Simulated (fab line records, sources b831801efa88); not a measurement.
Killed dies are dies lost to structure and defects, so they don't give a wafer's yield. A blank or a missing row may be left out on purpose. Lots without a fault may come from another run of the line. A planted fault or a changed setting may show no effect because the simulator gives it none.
fab line records | flow sky130 | part 2 of 2: steps 44 to 44 of 44
record lots=5 wafers=15 last_day=50
route steps=708 shown VIA2@527 METAL3@532 CAPM@537 PAD_OPEN@708
lots that met no fault: from a run of the same line without faults
start_h: hours from the record's first day to the start of the lot's first wafer shown | wait_h: hours since the lot's step before | " the same as in the row above | L1.1+2: a row that stands for several wafers | - no value, or no start given | * or withheld: withheld | < > ~ a bound
route shown NAME@n: a module of which the file shows steps, and the number in the route of the first | usual: mean/standard deviation of fault-free wafers | same: alike in all rows | chamber/n: place in a boat | sites: the reading at each site | _std_site: their standard deviation | _edge_site: outer sites' mean less inner sites' | radius_mm: how far each site lies from the wafer's centre | mask NAME#n: copy n | behind: the tool/chamber that last shaped the wafer | hold: why the lot was held/for how many hours/how that ended | device: the transistor (n, p or np) that didn't switch | end of line: the same wafers' tests at the end of the route | a step without rows: its recipe alone | killed: dies lost to structure and defects at the first sort, not the wafer's yield | map: a wafer's dies, x killed, . not, _ none there
set.NAME: the setting as run; set.NAME@STEP: as run at that earlier step | model.NAME: the simulator's own value behind a step, which no gauge read
lots at some steps of the route; a table a step, a row a wafer
services: from which hour (start_h, from the record's first day; less than 0 if before it) a tool's chamber was out of use, for how many hours, and why
## steps
# step SKY_PAD_OPEN_PROBE_99
# usual defect_limited_yield=82.5/1.8 killed_at_M0_to_M3=44/7.1 killed_at_M4_up=3.0/1.9 killed_at_contacts=25/5.6 killed_at_front_end=14/4.1 killed_dies=86/9.1 killed_open=47/7.4 killed_short=39/5.7 sort_bin_3_pad_short=0.9/0.37 sort_bin_5_function=10.3/1.6 sort_bin_6_memory=6.3/1.1 sort_n_pass=406/9.1 sort_yield_pct=82.5/1.8
# same gross_dies=492 killed_at_back_side=0 killed_at_other=0 sort_bin_4_leakage[%]=0 sort_bin_8_speed[%]=0
# columns lot.wafer tool chamber start_h wait_h defect_limited_yield[%] killed_at_M0_to_M3 killed_at_M4_up killed_at_contacts killed_at_front_end killed_dies killed_open killed_short sort_bin_3_pad_short[%] sort_bin_5_function[%] sort_bin_6_memory[%] sort_n_pass sort_yield_pct[%] model.etest.cap_mim.plate_ohm_sq
L919.3 prober-02 - 1102.09 0.2 84.3 41 3 19 14 77 37 40 1.4 8.7 5.5 415 84.3 5.958
L919.4 prober-02 - 1102.14 0.2 85.6 40 1 19 11 71 45 26 1.2 8.7 4.5 421 85.6 5.846
L919.5 prober-02 - 1102.19 0.2 83.3 40 1 30 11 82 43 39 0.6 9.8 6.3 410 83.3 5.863
L925.2 prober-02 - 1129.03 0.1 86.4 29 3 22 13 67 35 32 1.2 8.5 3.9 425 86.4 6.025
L925.3 prober-02 - 1129.08 0.2 81.9 46 5 27 11 89 55 34 0.2 11.2 6.7 403 81.9 6.117
L925.4 prober-02 - 1129.13 0.2 83.7 44 3 19 14 80 52 28 1.0 8.7 6.5 412 83.7 6.006
L932.4 prober-02 - 1169.42 0.2 82.5 37 4 31 14 86 48 38 0.4 11.0 6.1 406 82.5 5.805
L932.5 prober-02 - 1169.47 0.2 80.1 54 2 27 15 98 58 40 1.0 13.0 5.9 394 80.1 5.71
L932.6 prober-02 - 1169.52 0.2 81.9 45 3 27 14 89 49 40 0.2 12.0 5.9 403 81.9 5.953
L935.1 prober-01 - 1184.05 0.1 81.9 48 5 24 12 89 46 43 0.8 12.4 4.9 403 81.9 5.938
L935.4 prober-01 - 1184.20 0.2 80.9 47 4 29 14 94 63 31 0.6 11.0 7.5 398 80.9 5.975
L935.5 prober-01 - 1184.25 0.2 83.9 39 0 31 9 79 47 32 0.6 11.0 4.5 413 83.9 5.88
L938.1 prober-02 - 1208.20 0.1 80.7 44 1 24 26 95 55 40 0.6 13.2 5.5 397 80.7 6.032
L938.3 prober-02 - 1208.30 0.2 82.7 44 5 16 20 85 46 39 1.2 10.2 5.9 407 82.7 6.034
L938.6 prober-02 - 1208.45 0.2 82.1 46 1 25 16 88 51 37 1.2 11.8 4.9 404 82.1 6.022
# killed by level:class
L919.3 VIA1:geometric_particle:open=8 LOCAL_INTERCONNECT:geometric_particle:short=6 CONTACT:geometric_particle:open=6 VIA1:geometric_particle:short=6 VIA2:geometric_particle:short=6 POLY_GATE:geometric_particle:open=5 CONTACT:geometric_particle:short=5 METAL2:geometric_particle:short=5
L919.4 VIA1:geometric_particle:open=11 CONTACT:geometric_particle:open=11 METAL1:geometric_particle:short=6 VIA3:geometric_particle:open=6 FIELD_ISO:geometric_particle:open=3 POLY_GATE:geometric_particle:short=3 LOCAL_INTERCONNECT:geometric_particle:short=3 VIA2:geometric_particle:open=3
L919.5 CONTACT:geometric_particle:open=11 VIA3:geometric_particle:short=6 LI_CONTACT:geometric_particle:open=6 VIA3:geometric_particle:open=6 VIA1:geometric_particle:open=6 POLY_GATE:geometric_particle:short=5 LI_CONTACT:geometric_particle:short=4 LOCAL_INTERCONNECT:geometric_particle:short=4
L925.2 VIA1:geometric_particle:open=8 CONTACT:geometric_particle:open=6 FIELD_ISO:geometric_particle:short=5 LI_CONTACT:geometric_particle:open=5 VIA2:geometric_particle:open=5 VIA3:geometric_particle:open=5 LOCAL_INTERCONNECT:geometric_particle:short=4 CONTACT:geometric_particle:short=4
L925.3 VIA1:geometric_particle:open=13 LI_CONTACT:geometric_particle:open=10 CONTACT:geometric_particle:open=9 VIA2:geometric_particle:open=8 VIA3:geometric_particle:open=7 METAL1:geometric_particle:short=6 POLY_GATE:geometric_particle:open=4 LOCAL_INTERCONNECT:geometric_particle:short=4
L925.4 VIA1:geometric_particle:open=10 VIA3:geometric_particle:open=9 LI_CONTACT:geometric_particle:open=8 CONTACT:geometric_particle:open=6 METAL2:geometric_particle:short=5 VIA2:geometric_particle:open=5 FIELD_ISO:geometric_particle:open=4 VIA3:geometric_particle:short=4
L932.4 CONTACT:geometric_particle:open=14 VIA1:geometric_particle:open=8 LI_CONTACT:geometric_particle:open=7 VIA2:geometric_particle:open=7 FIELD_ISO:geometric_particle:short=6 CONTACT:geometric_particle:short=6 METAL2:geometric_particle:short=5 VIA2:geometric_particle:short=4
L932.5 VIA2:geometric_particle:open=12 METAL1:geometric_particle:short=11 VIA1:geometric_particle:open=11 CONTACT:geometric_particle:open=8 LI_CONTACT:geometric_particle:open=7 CONTACT:geometric_particle:short=7 VIA3:geometric_particle:open=7 FIELD_ISO:geometric_particle:short=5
L932.6 CONTACT:geometric_particle:open=10 METAL1:geometric_particle:short=9 VIA1:geometric_particle:open=8 LI_CONTACT:geometric_particle:open=7 VIA2:geometric_particle:open=7 POLY_GATE:geometric_particle:open=5 POLY_GATE:geometric_particle:short=4 LI_CONTACT:geometric_particle:short=4
L935.1 VIA1:geometric_particle:open=10 CONTACT:geometric_particle:open=9 CONTACT:geometric_particle:short=7 VIA1:geometric_particle:short=7 VIA2:geometric_particle:open=7 METAL1:geometric_particle:short=6 VIA3:geometric_particle:open=6 FIELD_ISO:geometric_particle:open=5
L935.4 VIA1:geometric_particle:open=13 CONTACT:geometric_particle:open=12 LI_CONTACT:geometric_particle:open=9 VIA2:geometric_particle:open=7 POLY_GATE:geometric_particle:open=5 VIA3:geometric_particle:open=5 VIA1:geometric_particle:short=5 METAL2:geometric_particle:short=5
L935.5 VIA1:geometric_particle:open=11 CONTACT:geometric_particle:open=10 CONTACT:geometric_particle:short=9 LI_CONTACT:geometric_particle:open=7 VIA3:geometric_particle:open=6 VIA2:geometric_particle:open=5 FIELD_ISO:geometric_particle:short=4 VIA1:geometric_particle:short=4
L938.1 FIELD_ISO:geometric_particle:open=12 VIA1:geometric_particle:open=12 CONTACT:geometric_particle:open=8 FIELD_ISO:geometric_particle:short=6 METAL2:geometric_particle:short=6 LI_CONTACT:geometric_particle:short=5 LI_CONTACT:geometric_particle:open=5 LOCAL_INTERCONNECT:geometric_particle:short=5
L938.3 VIA1:geometric_particle:open=13 METAL2:geometric_particle:short=9 FIELD_ISO:geometric_particle:short=6 VIA3:geometric_particle:open=6 LI_CONTACT:geometric_particle:open=6 FIELD_ISO:geometric_particle:open=4 CONTACT:geometric_particle:open=4 METAL1:geometric_particle:short=4
L938.6 VIA1:geometric_particle:open=15 VIA2:geometric_particle:open=9 CONTACT:geometric_particle:open=8 LI_CONTACT:geometric_particle:open=5 CONTACT:geometric_particle:short=5 METAL2:geometric_particle:short=5 FIELD_ISO:geometric_particle:open=4 POLY_GATE:geometric_particle:open=4
## services
# columns tool chamber start_h hours kind
cmp-01 - 870.21 1.0 repair
wet_bench-03 - 875.69 4.4 pm
rie_metal-02 - 879.81 4.3 pm
pvd_sputter-04 - 880.64 1.4 repair
cmp-02 - 888.51 0.8 repair
cmp-01 - 892.12 3.5 pm
cmp-01 - 912.00 4.0 pm
pvd_sputter-03 - 918.33 2.0 repair
pvd_sputter-04 3 919.01 - consumable_replace:kit
rie_metal-01 0 933.63 4.5 repair
pvd_sputter-01 - 943.34 2.3 repair
rie_metal-04 1 969.73 2.2 repair
rie_metal-02 1 982.82 27.2 repair
pvd_sputter-01 - 1017.12 0.7 repair
cmp-01 - 1018.53 2.2 repair
pvd_sputter-04 - 1019.67 1.4 repair
rie_metal-04 0 1019.72 12.8 repair
pvd_sputter-04 - 1024.70 1.5 repair
rie_metal-03 1 1033.45 - clean
rie_metal-03 1 1033.45 27.7 scheduled_down
rie_metal-03 1 1033.45 27.7 vent_cycle
pvd_sputter-01 - 1035.62 8.8 repair
pvd_sputter-03 - 1047.86 0.5 repair
cmp-02 - 1060.75 0.7 repair
## key
first_sign step=SKY_CAPM_RS_MEAS_03 reading=CAPM_TIN_RS direction=down sigmas=3.8 usual=6.90 struck=6.61
effect step=SKY_CAPM_THK_MEAS_04 reading=CAPM_TIN_THK direction=up sigmas=3.8 usual=200.7 struck=209.2
effect step=SKY_CAPM_METAL_ETCH_13 reading=oes_product_au direction=up sigmas=2.6 usual=0.941 struck=0.962
model_effect step=SKY_CAPM_SPUTTER_02 value=TiN_of_CAPM_SPUTTER_02.thk_nm without=196.4 struck=208.7
model_effect step=SKY_METAL3_STRIP_20 value=TiN_of_CAPM_SPUTTER_02.thk_nm without=195.6 struck=207.9
model_effect step=SKY_PAD_OPEN_PROBE_99 value=etest.cap_mim.plate_ohm_sq without=6.119 struck=5.757
met_at SKY_CAPM_SPUTTER_02
struck_wafers L932.4,L932.5
onset_between 922.66 971.60
fault kind=process_parameter_drift tool=pvd_sputter-01 chamber=- onset_h=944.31 steps=SKY_CAPM_SPUTTER_02 channel=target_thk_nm offset=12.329 shape=step end_h=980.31 acts_in=these_recipes_only stated=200 scope=struck_wafers_only
